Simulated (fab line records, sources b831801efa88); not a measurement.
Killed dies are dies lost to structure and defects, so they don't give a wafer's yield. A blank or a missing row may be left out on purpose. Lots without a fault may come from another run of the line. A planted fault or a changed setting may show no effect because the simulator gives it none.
Chamber matching | flow gf180mcu | GF_V2_CMP_26 on cmp-02: 4 sister chambers
The step polishes, stops on SiO2, t overpolish 15 s, target thk 0 nm. 4 wafers are shown with their chamber, then 7 later ones without.

WAFERS WITH THEIR CHAMBER
wafer  | chamber | motor_current_A (A)
L140.1 | 0       | 10.0
L144.5 | 2       | 10.3
L145.1 | 1       | 10.9
L145.3 | 3       | 10.9

WAFERS WITHOUT THEIR CHAMBER
wafer  | motor_current_A (A)
L145.4 | 9.5
L157.3 | 9.8
L157.4 | 10.6
L157.5 | 10.2
L158.1 | 10.2
L158.2 | 10.6
L158.3 | 9.7

WHICH CHAMBER EACH WENT THROUGH
wafer  | from the rows above               | in truth
L145.4 | can't be placed: 0 or 2           | 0
L157.3 | can't be placed: 0 or 2           | 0
L157.4 | can't be placed: 2 or 1 or 3 or 0 | 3
L157.5 | can't be placed: 2 or 0           | 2
L158.1 | can't be placed: 2 or 0           | 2
L158.2 | can't be placed: 2 or 1 or 3 or 0 | 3
L158.3 | can't be placed: 0 or 2           | 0
Placed correctly: 0 of 7. Can't be placed from these rows: 7 (the true chamber is among the candidates in 7). Placed wrongly: 0.
How it was worked out, from the rows above alone: a wafer's distance from a chamber is the root of the sum, over the readings, of the square of ((its reading less the chamber's mean) divided by the reading's scatter). The wafer belongs to the nearest chamber; if the next one is less than 2 further off, it can't be placed. A chamber's mean is the mean of its shown wafers. The scatter: with one shown wafer a chamber, the root of the mean of the squares of how far each hidden wafer lies from its nearest shown one.
